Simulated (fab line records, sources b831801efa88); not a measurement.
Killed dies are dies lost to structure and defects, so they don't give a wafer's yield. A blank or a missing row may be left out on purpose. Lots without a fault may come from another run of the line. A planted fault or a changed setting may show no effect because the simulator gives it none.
fab line records | flow sky130
record lots=5 wafers=15 last_day=49
route steps=708 shown VIA3@585 METAL4@598
lots that met no fault: from a run of the same line without faults
start_h: hours from the record's first day to the start of the lot's first wafer shown | wait_h: hours since the lot's step before | " the same as in the row above | L1.1+2: a row that stands for several wafers | - no value, or no start given | * or withheld: withheld | < > ~ a bound
route shown NAME@n: a module of which the file shows steps, and the number in the route of the first | usual: mean/standard deviation of fault-free wafers | same: alike in all rows | chamber/n: place in a boat | sites: the reading at each site | _std_site: their standard deviation | _edge_site: outer sites' mean less inner sites' | radius_mm: how far each site lies from the wafer's centre | mask NAME#n: copy n | behind: the tool/chamber that last shaped the wafer | hold: why the lot was held/for how many hours/how that ended | device: the transistor (n, p or np) that didn't switch | end of line: the same wafers' tests at the end of the route | a step without rows: its recipe alone | killed: dies lost to structure and defects at the first sort, not the wafer's yield | map: a wafer's dies, x killed, . not, _ none there
set.NAME: the setting as run; set.NAME@STEP: as run at that earlier step | model.NAME: the simulator's own value behind a step, which no gauge read
lots at some steps of the route; a table a step, a row a wafer
services: from which hour (start_h, from the record's first day; less than 0 if before it) a tool's chamber was out of use, for how many hours, and why
## steps
# step SKY_VIA3_CD_MEAS_12
# recipe target_cd_nm=200
# usual cd_nm=200.2/1.3
# columns lot.wafer tool chamber start_h wait_h cd_nm
L535.1 cd_sem-01 - 930.88 - 199.9
L535.2 " - " " 200.6
L535.5 " - " " 201.6
L538.2 cd_sem-02 - 943.70 - 202.7
L538.3 " - " " 202.9
L538.6 " - " " 203.3
L536.3 cd_sem-02 - 946.58 - 198.5
L536.5 " - " " 199.5
L536.6 " - " " 198.9
L553.2 cd_sem-02 - 1042.26 - 201.6
L553.3 " - " " 200.4
L553.6 " - " " 200.0
L555.3 cd_sem-01 - 1061.82 - 199.2
L555.4 " - " " 197.4
L555.5 " - " " 200.7
# step SKY_VIA3_OVL_MEAS_13
# usual VIA3_OVL=1/5.3
# columns lot.wafer tool chamber start_h wait_h VIA3_OVL[nm]
L535.1 overlay-01 - 931.00 0.1 7
L535.2 " - " " 11
L535.5 " - " " 9
L538.2 overlay-01 - 943.80 0.1 -2
L538.3 " - " " 2
L538.6 " - " " -7
L536.3 overlay-01 - 946.67 0.1 -4
L536.5 " - " " -3
L536.6 " - " " -2
L553.2 overlay-01 - 1042.37 0.1 1
L553.3 " - " " 0
L553.6 " - " " 1
L555.3 overlay-02 - 1061.91 0.1 -1
L555.4 " - " " -6
L555.5 " - " " 2
# step SKY_VIA3_ETCH_14
# recipe chemistry=N2/H2 target=BARC ion_energy_ev=200 source_w=500 bias_w=100 pressure_mtorr=30 n2_flow_sccm=100 h2_flow_sccm=200 stop_on=SiO2 time_s=45.9 target_depth_a=600
# usual bias_w=100.06/0.29 drypump_motor_current_A=5.7/0.33 h2_flow_sccm=200.0/0.58 oes_product_au=0.854/0.0049 throttle_valve_pct=13.225/0.0096
# columns lot.wafer tool chamber start_h wait_h bias_w drypump_motor_current_A h2_flow_sccm oes_product_au rf_hours_counter_h throttle_valve_pct
L535.1 rie_diel-03 2 931.04 0.0 100.29 6.3 199.5 0.858 10 13.240
L535.2 " 0 " " 100.22 5.6 199.6 0.860 17 13.245
L535.5 " 2 " " 100.27 6.3 199.6 0.851 - 13.208
L538.2 rie_diel-03 3 943.83 0.0 99.99 5.5 199.0 0.848 16 13.232
L538.3 " 2 " " 100.23 6.4 199.9 0.850 10 13.227
L538.6 " 0 " " 99.09 5.6 198.7 0.854 - 13.236
L536.3 rie_diel-03 0 946.69 0.0 100.34 5.6 200.3 0.849 18 13.215
L536.5 " 3 " " 100.09 5.5 200.1 0.851 - 13.237
L536.6 " 2 " " 99.95 6.3 199.5 0.859 - 13.218
L553.2 rie_diel-01 2 1042.40 0.0 99.95 6.1 200.6 0.859 2 13.227
L553.3 " 1 " " 100.23 5.1 200.1 0.845 17 13.237
L553.6 " 1 " " 100.14 5.1 199.6 0.859 - 13.226
L555.3 rie_diel-01 3 1061.94 0.0 100.07 5.7 200.1 0.848 17 13.223
L555.4 " 0 " " 99.92 5.5 199.6 0.864 19 13.221
L555.5 " 1 " " 100.17 5.1 200.8 0.852 - 13.228
# step SKY_VIA3_ETCH_15
# recipe target=SiO2 chemistry=C4F8/O2/Ar target_depth_nm=507 stop_on=TiN mask_material=KrF-thick source_w=1500 bias_w=1200 pressure_mtorr=40 c4f8_flow_sccm=withheld O2_flow_sccm=6 Ar_flow_sccm=300 time_s=78
# step SKY_VIA3_STRIP_16
# recipe chemistry=O2/N2 power_w=1400 pressure_mtorr=1500 platen_temp_c=withheld o2_flow_sccm=3000 n2_flow_sccm=300 overash_fraction=0.5
# usual drypump_motor_current_A=5.72/0.25 o2_flow_sccm=2999/9.1 oes_product_au=0.401/0.0041 strip_time_to_endpoint_s=4.127/0.021
# columns lot.wafer tool chamber start_h wait_h drypump_motor_current_A o2_flow_sccm oes_product_au rf_hours_counter_h strip_time_to_endpoint_s
L535.1 plasma_asher-02 0 931.14 0.0 5.27 3007 0.401 78 4.137
L535.2 " 1 " " 6.08 3009 0.404 78 4.141
L535.5 " 1 " " 6.08 2996 0.403 - 4.150
L538.2 plasma_asher-04 1 943.93 0.0 5.72 2996 0.404 51 4.163
L538.3 " 1 " " 5.72 3003 0.401 - 4.143
L538.6 " 0 " " 5.71 2998 0.411 - 4.149
L536.3 plasma_asher-04 1 946.83 0.1 5.73 3009 0.396 - 4.145
L536.5 " 0 " " 5.72 2992 0.404 - 4.111
L536.6 " 1 " " 5.73 3007 0.403 - 4.135
L553.2 plasma_asher-04 0 1042.50 0.0 5.71 2995 0.405 60 4.115
L553.3 " 1 " " 5.72 3018 0.404 - 4.112
L553.6 " 1 " " 5.66 3000 0.402 - 4.138
L555.3 plasma_asher-04 0 1062.07 0.1 5.67 2989 0.408 - 4.114
L555.4 " 1 " " 5.70 3010 0.403 - 4.129
L555.5 " 1 " " 5.70 3008 0.398 - 4.138
# step SKY_VIA3_STRIP_17
# recipe chemistry=post_etch_residue_remover time_s=1200 temp_c=72.5
# step SKY_VIA3_CLEAN_18
# recipe chemistry=IPA time_s=180 temp_c=25
# step SKY_VIA3_CLEAN_19
# recipe chemistry=O3/DIW dry=n2_spin
# step SKY_VIA3_SPUTTER_20
# recipe material=TiN target_thk_nm=20 chamber_pressure_pa=5 power_w=4000 time_s=80
# usual throttle_valve_pct=29.9/1.1
# columns lot.wafer tool chamber start_h wait_h throttle_valve_pct
L535.1 pvd_sputter-01 - 931.77 0.0 28.9
L535.2 " - " " 29.0
L535.5 " - " " 31.3
L538.2 pvd_sputter-03 - 944.93 0.0 29.3
L538.3 " - " " 30.9
L538.6 " - " " 30.6
L536.3 pvd_sputter-03 - 947.46 0.0 30.7
L536.5 " - " " 31.0
L536.6 " - " " 29.4
L553.2 pvd_sputter-02 - 1043.09 0.0 29.0
L553.3 " - " " 29.3
L553.6 " - " " 28.9
L555.3 pvd_sputter-03 - 1062.63 0.0 29.3
L555.4 " - " " 29.2
L555.5 " - " " 31.0
# step SKY_VIA3_CVD_21
# recipe material=W target_thk_nm=390 time_s=117.31 temp_c=400 pressure_torr=40
# usual heater_power_w=821/120
# columns lot.wafer tool chamber start_h wait_h heater_power_w since_wet_clean_h
L535.1 cvd_w-01 1 931.83 0.0 662 14
L535.2 " 0 " " 775 14
L535.5 " 1 " " 671 -
L538.2 cvd_w-01 1 944.99 0.0 685 27
L538.3 " 1 " " 681 -
L538.6 " 0 " " 777 -
L536.3 cvd_w-02 0 947.56 0.1 918 -
L536.5 " 1 " " 951 -
L536.6 " 0 " " 936 -
L553.2 cvd_w-01 0 1043.15 0.0 763 125
L553.3 " 1 " " 653 -
L553.6 " 1 " " 654 -
L555.3 cvd_w-01 1 1062.73 0.1 677 -
L555.4 " 0 " " 754 -
L555.5 " 1 " " 677 -
# step SKY_VIA3_RS_MEAS_22
# recipe thk_meas_gauge=four-point-probe reads=W_of_VIA3_CVD_21+TiN_of_VIA3_SPUTTER_20
# usual VIA3_W_RS=0.2935/0.0026
# columns lot.wafer tool chamber start_h wait_h VIA3_W_RS[ohm/sq]
L535.1 film_metro-04 - 931.96 0.1 0.2952
L535.2 " - " " 0.2942
L535.5 " - " " 0.2928
L538.2 film_metro-04 - 945.13 0.1 0.2949
L538.3 " - " " 0.2930
L538.6 " - " " 0.2915
L536.3 film_metro-03 - 947.69 0.1 0.2947
L536.5 " - " " 0.2945
L536.6 " - " " 0.2933
L553.2 film_metro-04 - 1043.29 0.1 0.2975
L553.3 " - " " 0.2954
L553.6 " - " " 0.2924
L555.3 film_metro-01 - 1062.86 0.1 0.2912
L555.4 " - " " 0.2934
L555.5 " - " " 0.2892
# step SKY_VIA3_THK_MEAS_23
# recipe thk_meas_gauge=xrf reads=W_of_VIA3_CVD_21
# usual VIA3_W_THK=416/7
# columns lot.wafer tool chamber start_h wait_h VIA3_W_THK[nm]
L535.1 film_metro-04 - 932.08 0.1 418
L535.2 " - " " 419
L535.5 " - " " 418
L538.2 film_metro-04 - 945.24 0.1 420
L538.3 " - " " 418
L538.6 " - " " 423
L536.3 film_metro-03 - 947.79 0.1 400
L536.5 " - " " 401
L536.6 " - " " 403
L553.2 film_metro-04 - 1043.40 0.1 414
L553.3 " - " " 420
L553.6 " - " " 423
L555.3 film_metro-01 - 1062.96 0.1 417
L555.4 " - " " 419
L555.5 " - " " 422
# step SKY_VIA3_CMP_24
# recipe stop_on=SiO2 t_overpolish_s=20 down_force_psi=3.5 platen_rpm=60 target_thk_nm=0 pad_velocity_m_s=0.94248
# usual motor_current_A=11.1/0.79 overpolish_run_s=20.000/0.01 platen_rpm=60.00/0.035 time_to_endpoint_s=95/3.4
# same t_overpolish_s=20
# columns lot.wafer tool chamber start_h wait_h motor_current_A overpolish_run_s platen_rpm time_to_endpoint_s
L535.1 cmp-01 1 932.14 0.1 12.1 20.006 60.02 88
L535.2 " 0 " " 10.2 20.003 60.00 89
L535.5 " 2 " " 10.5 19.989 59.94 93
L538.3 cmp-01 0 945.39 0.1 10.4 20.012 60.02 92
L538.2 " 1 " " 11.8 0.036 60.02 149
L538.6 " 3 " " 10.7 0.040 59.96 150
L536.3 cmp-02 2 947.93 0.1 12.3 20.004 60.04 95
L536.6 " 0 " " 10.9 19.985 60.01 93
L536.5 " 1 " " 10.6 20.012 59.98 89
L553.3 cmp-02 2 1043.45 0.0 12.5 20.015 59.98 100
L553.2 " 1 " " 11.3 20.002 59.97 97
L553.6 " 2 " " 12.0 20.001 60.00 99
L555.4 cmp-02 0 1063.05 0.1 10.6 20.003 60.03 96
L555.3 " 1 " " 10.9 19.995 60.05 98
L555.5 " 3 " " 11.2 19.982 59.94 97
# step SKY_METAL4_SPUTTER_00
# recipe material=Ti target_thk_nm=15 power_w=3000 time_s=10 chamber_pressure_pa=0.4
# usual throttle_valve_pct=30.3/0.92
# columns lot.wafer tool chamber start_h wait_h throttle_valve_pct
L535.1 pvd_sputter-03 - 932.44 0.2 31.1
L535.2 " - " " 28.7
L535.5 " - " " 30.9
L538.3 pvd_sputter-01 - 945.59 0.1 31.3
L536.3 pvd_sputter-01 - 948.13 0.1 28.8
L536.5 " - " " 31.3
L536.6 " - " " 31.2
L553.2 pvd_sputter-01 - 1043.75 0.1 29.0
L553.3 " - " " 31.4
L553.6 " - " " 30.9
L555.3 pvd_sputter-04 - 1063.30 0.1 31.0
L555.4 " - " " 31.1
L555.5 " - " " 30.7
## services
# columns tool chamber start_h hours kind
cvd_w-01 - 908.54 2.8 repair
pvd_sputter-02 - 911.20 1.0 repair
cmp-02 - 912.04 4.0 pm
cvd_w-02 - 918.00 2.8 pm
cmp-01 - 922.99 6.4 pm
pvd_sputter-03 - 937.20 3.6 repair
plasma_asher-02 - 939.47 6.1 repair
cvd_w-02 - 939.76 1.5 repair
rie_diel-03 2 948.59 1.4 repair
cmp-02 - 948.74 3.8 repair
pvd_sputter-01 - 969.70 1.8 repair
pvd_sputter-01 - 974.84 60.0 repair
rie_diel-01 - 977.07 0.7 repair
pvd_sputter-04 - 982.18 7.5 repair
plasma_asher-04 - 983.76 3.4 repair
rie_diel-03 - 988.10 2.8 pm
cvd_w-02 0 1001.23 4.4 repair
cvd_w-02 1 1006.78 12.1 repair
cmp-02 - 1006.80 1.9 repair
cmp-02 - 1026.53 3.7 pm
rie_diel-03 3 1029.42 5.6 repair
cmp-01 - 1047.20 5.8 pm
cmp-02 - 1055.07 1.7 repair
rie_diel-03 - 1055.78 2.5 repair
## key
first_sign step=SKY_VIA3_CMP_24 reading=overpolish_run_s direction=down sigmas=99+ usual=20.000 struck=0.038
effect step=SKY_VIA3_CMP_24 reading=time_to_endpoint_s direction=up sigmas=16 usual=* struck=*
met_at SKY_VIA3_CMP_24
struck_wafers L538.2,L538.6
later_rows_left_out L538.2,L538.6
sort_left_out L538.2,L538.6
onset_between 932.14 945.39
fault kind=process_parameter_drift tool=cmp-01 chamber=- onset_h=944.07 steps=SKY_VIA3_CMP_24 channel=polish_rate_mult offset=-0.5 shape=step end_h=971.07 scope=struck_wafers_only
# sort_left_out: the simulated sort isn't trusted on such a fault, so these wafers' sort isn't shown, and their yield isn't known
# later_rows_left_out: the simulator's readings of these wafers behind a module that went badly wrong aren't trusted and aren't shown, but for the sort
